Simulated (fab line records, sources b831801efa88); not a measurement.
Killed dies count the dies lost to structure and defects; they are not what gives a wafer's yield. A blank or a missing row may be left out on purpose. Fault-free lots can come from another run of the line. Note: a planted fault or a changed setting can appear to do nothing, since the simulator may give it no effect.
A lot that was struck, set against a sound lot || flow gf180mcu || 15 out of 602 route steps
Sound: these wafers, L617.2, L617.5, L617.6. Struck: wafers L622.3, L622.5, L622.6. The cause is named last.
Each step with rows lists, per side, the tool, then ch with its chambers, then its first start. Under that, the readings that differ: sound wafers || struck wafers || difference of the means || sigmas: that difference in standard deviations of wafers without a fault.
alike: readings whose means differ by less than 2 such deviations, and words and numbers that are the same on both sides. not compared: withheld readings, readings that some wafer has no value for, bounds like >300 that may hide the same value, and numbers for which the record gives no deviation and whose values overlap.
The two part at a step that has a row with sigmas, a row that says differs or no value, or rows on one side only. Numbers that don't overlap but have no deviation are shown without sigmas and don't part them. A reading that every wafer of one side lacks parts them only if that side has two wafers or more.

GF_V2_THK_MEAS_25: measures by xrf.
  sound on filmMetro-01, day 21 16:33; struck on filmMetro-02, day 23 17:24
  alike: V2_W_THK
GF_V2_CMP_26: polishes, stops on SiO2, t overpolish 15 s, target thk 0 nm.
  sound on cmp-02 ch 0,1,2, day 21 16:42; struck on cmp-01 ch 2,3, day 23 17:29
  alike: motorCurrentA, overpolishRunS, timeToEndpointS
then, 1 step without rows for these wafers: GF_M3_SPUTTER_00 (material Ti, target thk 37.5 nm, time 150 s).
GF_M3_SPUTTER_01: material TiN, target thk 30 nm, time 25 s.
  sound on pvdSputter-04, day 21 17:00; struck on pvdSputter-01, day 23 17:50
  alike: throttleValvePct
GF_M3_SPUTTER_02: material AlCu, target thk 450 nm, time 23.9 s.
  sound on pvdSputter-04, day 21 17:02; struck on pvdSputter-01, day 23 17:52
  alike: throttleValvePct
GF_M3_SPUTTER_03: material Ti, target thk 10 nm, time 6.7 s.
  sound on pvdSputter-04, day 21 17:04; struck on pvdSputter-01, day 23 17:54
  alike: throttleValvePct
GF_M3_SPUTTER_04: material TiN, target thk 50 nm, time 41.7 s.
  sound on pvdSputter-04, day 21 17:05; struck on pvdSputter-01, day 23 17:55
  alike: throttleValvePct
GF_M3_RS_MEAS_05: a four-point-probe measurement.
  sound on filmMetro-04, day 21 17:08; struck on filmMetro-01, day 23 18:00
  alike: M3_ALCU_RS
GF_M3_THK_MEAS_06: measures by xrf.
  sound on filmMetro-04, day 21 17:15; struck on filmMetro-01, day 23 18:06
  alike: M3_ALCU_THK
then, 3 steps without rows for these wafers: GF_M3_DEHYDRATE_07 (time 60 s); GF_M3_HMDS_08 (prime time 60 s); GF_M3_COAT_09 (resist thk 1000 nm).
GF_M3_SOFTBAKE_10: time 60 s.
  sound on lithoTrack-04 ch 0, day 22 05:05; struck on lithoTrack-01 ch 0, day 24 05:03
{"reading": "heaterPowerTotalW (W)", "sound": "93.08 92.99 93.08", "struck": "94.73 94.65 94.53", "difference": "+1.59", "sigmas": "+27"}
{"reading": "runLengthS (s)", "sound": "89.33 89.43 89.40", "struck": "86.09 85.93 85.93", "difference": -3.40, "sigmas": -21}
then, 1 step without rows for these wafers: GF_M3_EXPOSE_11 (exposes mask Metal3, target cd 280 nm).
GF_PASSIVATION_PROBE_99:
  sound wafers here have rows in the record (prober-02, day 30 04:15); struck ones have none

## WHERE THEY PART
Earliest at GF_M3_SOFTBAKE_10; latest, in this record, at GF_PASSIVATION_PROBE_99.

WHY: what the simulator had put in
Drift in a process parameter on lithoTrack-01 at GF_M3_SOFTBAKE_10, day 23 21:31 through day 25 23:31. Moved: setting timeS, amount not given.
